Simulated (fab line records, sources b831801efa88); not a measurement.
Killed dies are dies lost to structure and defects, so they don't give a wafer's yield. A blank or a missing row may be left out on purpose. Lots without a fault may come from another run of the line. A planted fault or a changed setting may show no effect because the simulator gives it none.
fab line records | flow sky130
record lots=12 wafers=34 last_day=50
route steps=708 shown POLY_CUT@318 RES_XHIGH@339 SD_N@350 LI_CONTACT@377
lots that met no fault: from a run of the same line without faults
start_h: hours from the record's first day to the start of the lot's first wafer shown | wait_h: hours since the lot's step before | " the same as in the row above | L1.1+2: a row that stands for several wafers | - no value, or no start given | * or withheld: withheld | < > ~ a bound
route shown NAME@n: a module of which the file shows steps, and the number in the route of the first | usual: mean/standard deviation of fault-free wafers | same: alike in all rows | chamber/n: place in a boat | sites: the reading at each site | _std_site: their standard deviation | _edge_site: outer sites' mean less inner sites' | radius_mm: how far each site lies from the wafer's centre | mask NAME#n: copy n | behind: the tool/chamber that last shaped the wafer | hold: why the lot was held/for how many hours/how that ended | device: the transistor (n, p or np) that didn't switch | end of line: the same wafers' tests at the end of the route | a step without rows: its recipe alone | killed: dies lost to structure and defects at the first sort, not the wafer's yield | map: a wafer's dies, x killed, . not, _ none there
set.NAME: the setting as run; set.NAME@STEP: as run at that earlier step | model.NAME: the simulator's own value behind a step, which no gauge read
steps of the route over a sample of lots; a table a step, a row a wafer
services: from which hour (start_h, from the record's first day; less than 0 if before it) a tool's chamber was out of use, for how many hours, and why
## steps
# step SKY_POLY_CUT_ETCH_11
# recipe target=Si3N4 chemistry=CF4/CH2F2/Ar stop_on=poly-Si source_w=600 bias_w=150 pressure_mtorr=40 cf4_flow_sccm=40 ch2f2_flow_sccm=20 Ar_flow_sccm=150 time_s=42.5 target_depth_a=600
# usual drypump_motor_current_A=5.64/0.29 mfc_ar_sccm=150.0/0.46 oes_product_au=0.831/0.0067 rf_fwd_power_W=593.7/2.8 throttle_valve_pct=14.995/0.0091
# columns lot.wafer tool chamber start_h wait_h drypump_motor_current_A mfc_ar_sccm oes_product_au rf_fwd_power_W rf_hours_counter_h throttle_valve_pct
L199.1 rie_diel-02 1 571.79 0.0 5.60 149.2 0.820 592.6 5 14.998
L199.3 " 3 " " 5.70 149.6 0.839 593.6 10 15.000
L199.6 " 3 " " 5.73 149.2 0.825 592.2 - 15.005
L202.2 rie_diel-01 2 590.60 0.0 6.25 149.3 0.824 591.8 10 14.994
L202.3 " 0 " " 5.81 149.4 0.830 588.8 12 14.995
L202.4 " 1 " " 5.60 151.1 0.824 596.0 13 14.989
L203.1 rie_diel-01 1 598.50 0.0 5.57 150.4 0.829 591.6 13 14.993
L203.5 " 0 " " 5.83 149.3 0.819 590.9 - 14.988
L203.6 " 3 " " 5.42 149.8 0.822 597.6 - 14.998
L204.2 rie_diel-01 1 608.07 0.0 5.54 149.5 0.822 597.6 14 14.975
L204.3 " 3 " " 5.42 150.3 0.826 595.1 50 14.983
L204.4 " 0 " " 5.84 150.0 0.829 590.6 12 14.998
L205.1 rie_diel-04 2 615.92 0.0 5.79 149.5 0.829 594.0 2 14.989
L205.2 " 0 " " 5.32 150.5 0.836 595.0 12 14.989
L205.3 " 3 " " 5.40 149.1 0.840 592.8 8 15.001
L206.2 rie_diel-01 0 622.48 0.0 5.82 150.0 0.835 589.2 13 15.001
L206.4 " 3 " " 5.40 149.4 0.826 593.8 50 15.013
L206.6 " 3 " " 5.41 149.8 0.838 595.6 - 14.991
L208.1 rie_diel-01 1 641.82 0.0 5.55 149.5 0.835 599.8 14 15.000
L208.4 " 3 " " 5.41 149.8 0.827 595.6 51 14.988
L208.5 " 1 " " 5.56 150.2 0.832 593.4 - 15.000
L214.2 rie_diel-02 1 684.97 0.0 5.59 150.6 0.835 593.3 7 14.996
L214.3 " 2 " " 5.45 149.0 0.839 594.5 26 14.989
L214.6 " 3 " " 5.75 150.1 0.845 595.7 - 14.999
L216.2 rie_diel-04 0 700.74 0.0 5.31 151.4 0.829 595.3 14 14.987
L216.6 " 3 " " 5.41 149.6 0.833 595.5 - 14.984
L218.3 rie_diel-01 1 715.45 0.0 5.58 150.2 0.837 598.1 17 14.982
L218.4 " 0 " " 5.83 149.6 0.828 587.8 - 15.006
L221.1 rie_diel-01 3 739.42 0.0 5.41 150.7 0.830 596.5 1 14.999
L221.3 " 0 " " 5.86 150.1 0.820 589.1 16 15.002
L221.5 " 3 " " 5.40 150.4 0.825 595.4 - 15.000
L222.2 rie_diel-01 0 743.87 0.0 5.81 150.4 0.834 591.3 16 14.983
L222.3 " 3 " " 5.40 150.4 0.840 596.8 1 14.999
L222.4 " 2 " " 6.23 150.7 0.836 591.3 13 14.994
# step SKY_RES_XHIGH_IMPLANT_07
# recipe species=BF2 energy_kev=20 dose_cm2=3.6e+14 tilt_deg=0
# usual beam_energy_keV=20.001/0.0067
# same implant_ion_amu=49
# columns lot.wafer tool chamber start_h wait_h beam_energy_keV
L199.1 implanter-03 0 630.75 0.1 20.004
L199.3 " 0 " " 19.997
L199.6 " 0 " " 20.001
L202.2 implanter-01 0 649.09 0.1 19.995
L202.3 " 0 " " 19.993
L202.4 " 0 " " 19.991
L203.1 implanter-04 0 656.14 0.1 20.000
L203.5 " 0 " " 20.003
L203.6 " 0 " " 19.992
L204.2 implanter-01 0 667.09 0.1 20.003
L204.3 " 0 " " 19.997
L204.4 " 0 " " 20.005
L205.1 implanter-04 0 673.20 0.1 20.004
L205.2 " 0 " " 20.002
L205.3 " 0 " " 20.003
L206.2 implanter-04 0 681.12 0.1 19.997
L206.4 " 0 " " 19.985
L206.6 " 0 " " 19.990
L208.1 implanter-01 0 698.41 0.1 20.002
L208.4 " 0 " " 19.997
L208.5 " 0 " " 20.005
L214.2 implanter-04 0 739.62 0.1 19.996
L214.3 " 0 " " 19.994
L214.6 " 0 " " 20.009
L216.2 implanter-04 0 756.22 0.1 19.999
L216.6 " 0 " " 20.005
L218.3 implanter-04 0 770.54 0.1 20.005
L218.4 " 0 " " 20.002
L221.1 implanter-01 0 793.51 0.1 20.006
L221.3 " 0 " " 20.011
L221.5 " 0 " " 20.007
L222.2 implanter-03 0 798.24 0.1 20.001
L222.3 " 0 " " 19.988
L222.4 " 0 " " 20.006
# step SKY_SD_N_OVL_MEAS_08
# usual SD_N_OVL=0.5/1.4
# columns lot.wafer tool chamber start_h wait_h SD_N_OVL[nm]
L199.1 overlay-01 - 659.64 0.1 -1.2
L199.3 " - " " 0.5
L199.6 " - " " 0.8
L202.2 overlay-02 - 677.97 0.1 1.2
L202.3 " - " " 2.1
L202.4 " - " " 1.3
L203.1 overlay-01 - 684.24 0.1 -0.8
L203.5 " - " " -1.3
L203.6 " - " " -0.8
L204.2 overlay-01 - 695.75 0.1 -1.1
L204.3 " - " " -1.3
L204.4 " - " " -1.1
L205.1 overlay-02 - 702.19 0.1 1.6
L205.2 " - " " 1.3
L205.3 " - " " 1.1
L206.2 overlay-01 - 709.37 0.1 -0.8
L206.4 " - " " 0.2
L206.6 " - " " -1.1
L208.1 overlay-01 - 726.99 0.1 0.7
L208.4 " - " " 1.0
L208.5 " - " " 1.1
L214.2 overlay-01 - 767.45 0.1 0.7
L214.3 " - " " 1.2
L214.6 " - " " 1.4
L216.2 overlay-02 - 782.89 0.1 1.3
L216.6 " - " " 1.2
L218.3 overlay-02 - 796.46 0.1 0.2
L218.4 " - " " 4.3
L221.1 overlay-01 - 820.49 0.1 -1.7
L221.3 " - " " -1.7
L221.5 " - " " -0.8
L222.2 overlay-02 - 824.59 0.1 1.5
L222.3 " - " " 2.3
L222.4 " - " " 2.5
# step SKY_SD_N_RS_MEAS_18
# recipe thk_meas_gauge=four-point-probe
# usual RES_XHIGH_RS=333.2/1.1
# columns lot.wafer tool chamber start_h wait_h RES_XHIGH_RS[ohm/sq]
L199.1 film_metro-01 - 660.61 0.1 333.8
L199.3 " - " " 333.6
L199.6 " - " " 333.5
L202.2 film_metro-02 - 678.94 0.1 334.1
L202.3 " - " " 333.5
L202.4 " - " " 333.4
L203.1 film_metro-04 - 685.20 0.1 331.9
L203.5 " - " " 332.6
L203.6 " - " " 332.9
L204.2 film_metro-04 - 696.73 0.1 332.4
L204.3 " - " " 332.6
L204.4 " - " " 331.9
L205.1 film_metro-01 - 703.15 0.1 333.9
L205.2 " - " " 332.8
L205.3 " - " " 331.8
L206.2 film_metro-01 - 710.34 0.1 332.9
L206.4 " - " " 333.1
L206.6 " - " " 333.6
L208.1 film_metro-01 - 727.95 0.1 335.1
L208.4 " - " " 335.2
L208.5 " - " " 335.1
L214.2 film_metro-01 - 768.42 0.1 334.6
L214.3 " - " " 333.1
L214.6 " - " " 335.4
L216.2 film_metro-02 - 783.91 0.1 394.9
L216.6 " - " " 332.5
L218.3 film_metro-04 - 797.44 0.1 394.0
L218.4 " - " " 332.7
L221.1 film_metro-02 - 821.46 0.1 331.3
L221.3 " - " " 331.9
L221.5 " - " " 332.1
L222.2 film_metro-04 - 825.56 0.1 333.7
L222.3 " - " " 334.3
L222.4 " - " " 332.5
# step SKY_LI_CONTACT_ETCH_15
# recipe target=PSG chemistry=C4F8/O2/Ar stop_on=Si taper_deg=4.15 mask_material=KrF-thick source_w=1500 bias_w=1200 pressure_mtorr=40 c4f8_flow_sccm=withheld O2_flow_sccm=6 Ar_flow_sccm=300 time_s=withheld target_depth_a=6000
# usual oes_product_au=0.838/0.0046 rf_fwd_power_W=1494/4.8
# columns lot.wafer tool chamber start_h wait_h oes_product_au rf_fwd_power_W
L199.1 rie_diel-02 3 689.80 0.0 0.835 1499
L199.3 " 2 " " 0.838 1504
L199.6 " 1 " " 0.843 1487
L202.2 rie_diel-04 2 707.97 0.0 0.838 1496
L202.3 " 3 " " 0.837 1500
L202.4 " 0 " " 0.831 1493
L203.1 rie_diel-02 1 714.37 0.0 0.838 1488
L203.5 " 2 " " 0.835 1490
L203.6 " 1 " " 0.840 1495
L204.2 rie_diel-04 0 725.49 0.0 0.843 1490
L204.3 " 3 " " 0.831 1491
L204.4 " 2 " " 0.852 1493
L205.1 rie_diel-02 2 732.00 0.0 0.845 1497
L205.2 " 1 " " 0.836 1495
L205.3 " 0 " " 0.826 1491
L206.2 rie_diel-04 1 738.47 0.0 0.828 1494
L206.4 " 3 " " 0.831 1496
L206.6 " 1 " " 0.831 1495
L208.1 rie_diel-03 1 756.17 0.0 0.837 1487
L208.4 " 3 " " 0.835 1493
L208.5 " 1 " " 0.836 1489
L214.2 rie_diel-02 1 795.65 0.0 0.842 1493
L214.3 " 0 " " 0.846 1502
L214.6 " 3 " " 0.837 1486
L216.2 rie_diel-02 3 810.17 0.0 0.837 1490
L216.6 " 1 " " 0.835 1492
L218.3 rie_diel-03 3 824.72 0.0 0.839 1496
L218.4 " 2 " " 0.837 1499
L221.1 rie_diel-02 0 848.14 0.0 0.840 1498
L221.3 " 2 " " 0.839 1494
L221.5 " 2 " " 0.840 1492
L222.2 rie_diel-04 2 852.39 0.0 0.837 1501
L222.3 " 1 " " 0.838 1485
L222.4 " 3 " " 0.844 1496
## services
# columns tool chamber start_h hours kind
implanter-04 - 557.33 29.4 pm
implanter-03 - 569.87 1.8 repair
rie_diel-01 1 584.99 3.8 repair
implanter-04 - 590.91 1.6 repair
implanter-01 - 607.07 4.1 repair
rie_diel-02 3 611.09 8.0 repair
implanter-01 - 656.12 3.2 pm
implanter-04 - 656.32 5.9 repair
rie_diel-04 1 673.00 5.7 repair
rie_diel-02 2 676.58 5.3 repair
rie_diel-01 0 678.41 5.6 repair
rie_diel-02 - 682.94 0.3 repair
rie_diel-02 0 684.18 5.1 repair
rie_diel-01 2 687.01 23.9 repair
rie_diel-02 0 689.32 5.4 repair
rie_diel-04 2 756.16 1.8 repair
rie_diel-04 - 757.58 0.4 repair
rie_diel-02 3 761.87 1.3 repair
rie_diel-04 - 770.70 2.8 pm
rie_diel-04 3 784.85 5.1 repair
rie_diel-02 2 794.00 6.2 repair
implanter-04 - 809.78 3.0 pm
rie_diel-01 - 814.62 4.3 pm
implanter-04 - 842.01 3.2 pm
## key
first_sign step=SKY_SD_N_RS_MEAS_18 reading=RES_XHIGH_RS direction=up sigmas=57 usual=333.2 struck=394.4
effect none on later readings
met_at SKY_RES_XHIGH_IMPLANT_07
struck_lots L216,L218
struck_wafers L216.2,L218.3
tester_left_out L216,L218
not_acting_at SKY_POLY_CUT_ETCH_11,SKY_SD_N_OVL_MEAS_08,SKY_LI_CONTACT_ETCH_15
onset_between 739.62 756.22
fault kind=process_parameter_drift tool=implanter-04 chamber=- onset_h=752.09 steps=SKY_RES_XHIGH_IMPLANT_07 channel=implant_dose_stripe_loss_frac offset=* shape=step end_h=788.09 scope=struck_wafers_only
# tester_left_out: of these lots the tester's yield and bins aren't shown, on N5 and GAA mostly nor the transistor test; their killed dies are dies lost to structure and defects alone, not to doping, threshold or leakage, so they don't give the yield
